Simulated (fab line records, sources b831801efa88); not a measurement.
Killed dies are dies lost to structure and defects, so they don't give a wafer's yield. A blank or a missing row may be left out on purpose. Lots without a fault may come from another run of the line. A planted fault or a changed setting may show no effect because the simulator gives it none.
Chamber matching | flow gf180mcu | GF_HV_LDD_ETCHBACK_58 on rie_diel-04: 4 sister chambers
The step etches Si3N4 in CH3F/O2, stops on SiO2, time 100 s, target depth 90 nm. 4 wafers are shown with their chamber, then 10 later ones without.

WAFERS WITH THEIR CHAMBER
wafer  | chamber | drypump_motor_current_A (A)
L078.5 | 0       | 5.3
L080.6 | 1       | 5.7
L090.1 | 2       | 6.2
L090.2 | 3       | 5.7

WAFERS WITHOUT THEIR CHAMBER
wafer  | drypump_motor_current_A (A)
L090.5 | 5.7
L091.3 | 6.3
L091.4 | 5.7
L091.5 | 6.3
L092.1 | 5.8
L092.2 | 6.3
L092.5 | 5.8
L094.1 | 5.7
L094.2 | 5.3
L094.3 | 5.7

WHICH CHAMBER EACH WENT THROUGH
wafer  | from the rows above     | in truth
L090.5 | can't be placed: 1 or 3 | 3
L091.3 | 2                       | 2
L091.4 | can't be placed: 1 or 3 | 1
L091.5 | 2                       | 2
L092.1 | can't be placed: 1 or 3 | 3
L092.2 | 2                       | 2
L092.5 | can't be placed: 1 or 3 | 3
L094.1 | can't be placed: 1 or 3 | 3
L094.2 | 0                       | 0
L094.3 | can't be placed: 1 or 3 | 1
Placed correctly: 4 of 10. Can't be placed from these rows: 6 (the true chamber is among the candidates in 6). Placed wrongly: 0.
How it was worked out, from the rows above alone: a wafer's distance from a chamber is the root of the sum, over the readings, of the square of ((its reading less the chamber's mean) divided by the reading's scatter). The wafer belongs to the nearest chamber; if the next one is less than 2 further off, it can't be placed. A chamber's mean is the mean of its shown wafers. The scatter: with one shown wafer a chamber, the root of the mean of the squares of how far each hidden wafer lies from its nearest shown one.
